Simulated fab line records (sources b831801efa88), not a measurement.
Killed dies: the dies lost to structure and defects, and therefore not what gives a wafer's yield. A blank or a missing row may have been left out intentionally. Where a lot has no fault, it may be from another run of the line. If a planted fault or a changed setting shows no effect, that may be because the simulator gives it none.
Which tool did it? | flow sky130 | 36 wafers from 12 lots sampled at 5 of the route's 708 steps

== WHAT THE GAUGES READ, wafer by wafer ==
No reading from a measuring or inspecting step in the record can be judged against a usual standard deviation.

== TOOL THAT RAN EACH LOT (tool first, then ch and the chambers of the sampled wafers, then the start) ==
lot  | SKY_LOCAL_INTERCONNECT_SPUTTER_00 | SKY_CONTACT_STRIP_19                 | SKY_CONTACT_CMP_27            | SKY_METAL1_SPUTTER_03        | SKY_PAD_OPEN_PROBE_99
L897 | pvd sputter-01, day 29 15:59      | plasma asher-03 ch 0,1, day 32 03:03 | cmp-01 ch 1,2,3, day 32 04:09 | pvd sputter-04, day 32 04:22 | -
L899 | pvd sputter-04, day 30 09:55      | plasma asher-02 ch 0,1, day 32 20:33 | cmp-01 ch 0,1, day 32 21:32   | pvd sputter-01, day 32 21:52 | -
L902 | pvd sputter-04, day 31 10:13      | plasma asher-03 ch 0,1, day 33 19:48 | cmp-02 ch 0,1,2, day 33 20:48 | pvd sputter-01, day 33 21:07 | prober-02, day 47 14:55
L905 | pvd sputter-01, day 32 13:09      | plasma asher-04 ch 0,1, day 34 22:37 | cmp-02 ch 0,1,2, day 34 23:37 | pvd sputter-02, day 34 23:56 | -
L907 | pvd sputter-03, day 33 09:04      | plasma asher-04 ch 0,1, day 35 18:40 | cmp-01 ch 0,2, day 35 19:37   | -                            | prober-01, day 48 21:11
L908 | pvd sputter-01, day 33 11:26      | plasma asher-02 ch 0,1, day 35 21:06 | cmp-02 ch 0,1,3, day 35 22:10 | -                            | prober-02, day 49 00:44
L909 | pvd sputter-01, day 33 14:25      | plasma asher-02 ch 0,1, day 35 23:36 | cmp-02 ch 0,2, day 36 00:35   | -                            | prober-01, day 49 02:11
L910 | pvd sputter-04, day 34 07:04      | plasma asher-02 ch 0,1, day 36 16:13 | cmp-02 ch 0,1, day 36 17:37   | pvd sputter-02, day 36 17:59 | prober-02, day 49 14:38
L914 | pvd sputter-04, day 35 23:55      | plasma asher-03 ch 0,1, day 38 05:42 | cmp-02 ch 0,1,2, day 38 06:46 | pvd sputter-01, day 38 07:08 | -
L916 | pvd sputter-04, day 36 06:43      | plasma asher-03 ch 0,1, day 38 12:01 | cmp-02 ch 1,2,3, day 38 13:01 | pvd sputter-04, day 38 13:20 | -
L917 | pvd sputter-04, day 36 10:40      | plasma asher-04 ch 0,1, day 38 15:59 | cmp-02 ch 0,1,2, day 38 17:03 | pvd sputter-01, day 38 17:16 | -
L918 | pvd sputter-04, day 36 13:34      | plasma asher-03 ch 1, day 38 19:27   | cmp-01 ch 0,2,3, day 38 20:31 | pvd sputter-02, day 38 20:53 | -
- SKY_LOCAL_INTERCONNECT_SPUTTER_00: material TiN, target thk 100 nm, time 83.3 s.
- SKY_CONTACT_STRIP_19: strips in O2/N2.
- SKY_CONTACT_CMP_27: polishes, stops on SiO2, t overpolish 15 s, target thk 0 nm.
- SKY_METAL1_SPUTTER_03: material Ti, target thk 5 nm, time 3.3 s.
- SKY_PAD_OPEN_PROBE_99

== AS READ BY THE TOOLS THEMSELVES (means over the sampled wafers that have a number; for cases with no such wafer, the mark the record gives instead) ==
SKY_LOCAL_INTERCONNECT_SPUTTER_00.
lot  | tool           | throttle valve pct (%)
L897 | pvd sputter-01 | 29.9
L899 | pvd sputter-04 | 30.1
L902 | pvd sputter-04 | 30.0
L905 | pvd sputter-01 | 30.4
L907 | pvd sputter-03 | 31.1
L908 | pvd sputter-01 | 29.9
L909 | pvd sputter-01 | 30.1
L910 | pvd sputter-04 | 30.0
L914 | pvd sputter-04 | 29.0
L916 | pvd sputter-04 | 29.3
L917 | pvd sputter-04 | 29.5
L918 | pvd sputter-04 | 29.9

SKY_CONTACT_STRIP_19.
lot  | tool            | chamber pressure mTorr (mTorr) | drypump motor current A (A) | n2 flow sccm (sccm) | oes product au (a.u.) | strip time to endpoint s (s)
L897 | plasma asher-03 | 1500.6                         | 5.65                        | 300.0               | 0.377                 | 3.62
L899 | plasma asher-02 | 1499.9                         | 5.86                        | 299.9               | 0.381                 | 3.62
L902 | plasma asher-03 | 1500.2                         | 5.80                        | 300.9               | 0.377                 | 3.61
L905 | plasma asher-04 | 1500.2                         | 5.74                        | 300.1               | 0.382                 | 3.62
L907 | plasma asher-04 | -                              | -                           | -                   | -                     | -
L908 | plasma asher-02 | -                              | -                           | -                   | -                     | -
L909 | plasma asher-02 | -                              | -                           | -                   | -                     | -
L910 | plasma asher-02 | 1499.9                         | 5.75                        | 299.9               | 0.385                 | 3.63
L914 | plasma asher-03 | 1500.5                         | 5.77                        | 299.8               | 0.384                 | 3.62
L916 | plasma asher-03 | 1499.6                         | 5.81                        | 299.2               | 0.374                 | 3.59
L917 | plasma asher-04 | 1500.3                         | 5.77                        | 299.9               | 0.380                 | 3.60
L918 | plasma asher-03 | 1500.6                         | 5.91                        | 300.1               | 0.385                 | 3.62

SKY_CONTACT_CMP_27.
lot  | tool   | head pressure psi (psi) | motor current A (A) | overpolish run s (s) | slurry flow ml min | time to endpoint s (s)
L897 | cmp-01 | 3.504                   | 11.8                | 15.005               | 149.3              | 78
L899 | cmp-01 | 3.498                   | 10.3                | 15.002               | 149.7              | 78
L902 | cmp-02 | 3.502                   | 11.2                | 14.989               | 150.0              | 81
L905 | cmp-02 | 3.503                   | 11.2                | 15.000               | 150.6              | 83
L907 | cmp-01 | 3.499                   | 10.5                | 14.998               | 149.8              | 82
L908 | cmp-02 | 3.499                   | 10.1                | 15.010               | 149.9              | 78
L909 | cmp-02 | 3.499                   | 10.8                | 14.999               | 149.9              | 83
L910 | cmp-02 | 3.501                   | 10.7                | 15.002               | 150.0              | 77
L914 | cmp-02 | 3.505                   | 11.3                | 14.997               | 150.1              | 82
L916 | cmp-02 | 3.501                   | 11.5                | 14.994               | 150.1              | 79
L917 | cmp-02 | 3.503                   | 11.4                | 14.999               | 149.7              | 82
L918 | cmp-01 | 3.505                   | 10.6                | 14.994               | 150.7              | 81

SKY_METAL1_SPUTTER_03.
lot  | tool           | throttle valve pct (%)
L897 | pvd sputter-04 | 30.4
L899 | pvd sputter-01 | 29.4
L902 | pvd sputter-01 | 30.1
L905 | pvd sputter-02 | 29.2
L910 | pvd sputter-02 | 29.4
L914 | pvd sputter-01 | 29.9
L916 | pvd sputter-04 | 30.0
L917 | pvd sputter-01 | 29.4
L918 | pvd sputter-02 | 30.0

SKY_PAD_OPEN_PROBE_99.
lot  | tool      | killed_at_M0_to_M3 | killed_at_M4_up | killed at contacts | killed at front end | killed at other | killed dies | killed on rim | killed open | killed short
L902 | prober-02 | 43                 | 3.3             | 30                 | 25                  | 0.7             | 102         | 20            | 55          | 47
L907 | prober-01 | 46                 | 3.3             | 425                | 17                  | 0.7             | 492         | 96            | 43          | 44
L908 | prober-02 | 40                 | 4.3             | 431                | 16                  | 0.0             | 492         | 96            | 47          | 45
L909 | prober-01 | 40                 | 2.0             | 435                | 15                  | 0.3             | 492         | 96            | 51          | 39
L910 | prober-02 | 45                 | 3.3             | 31                 | 15                  | 0.3             | 95          | 18            | 54          | 40

== THE ANSWER, worked out from the rows above alone ==
Rule: usual is defined by the lots themselves. Put in order of their means at a reading, lots are off if they are a third of the lots or fewer, leave a main group of 4 or more, and stand apart from it by a gap of 3 or more times the standard deviation of the main group's means; of several such gaps the widest counts. If all means in a main group match to the digits the tables above print for the reading, that group is not used. Also off: a lot with no number at a reading for which 4 or more lots have one. Any other lot the step has rows for is counted as sound. Order of review: gauges by route order, followed by the tools' own readings, for which a lot's mean as printed above is used. At the first step where some lot is off, the reading lying furthest off is the one used; lots without a number count as furthest.
Off: L907, L908, L909, at SKY_CONTACT_STRIP_19 (chamber pressure mTorr). Without a number there: L907, L908, L909. For the main group the mean is 1500.2 mTorr and the standard deviation 0.33.
If a tool, at that step or one of the process steps before it, ran each lot that is off and ran no sound lot following the first of them, it fits. No candidate that was tried fits.

== WHAT WAS PUT IN BY THE SIMULATOR ==
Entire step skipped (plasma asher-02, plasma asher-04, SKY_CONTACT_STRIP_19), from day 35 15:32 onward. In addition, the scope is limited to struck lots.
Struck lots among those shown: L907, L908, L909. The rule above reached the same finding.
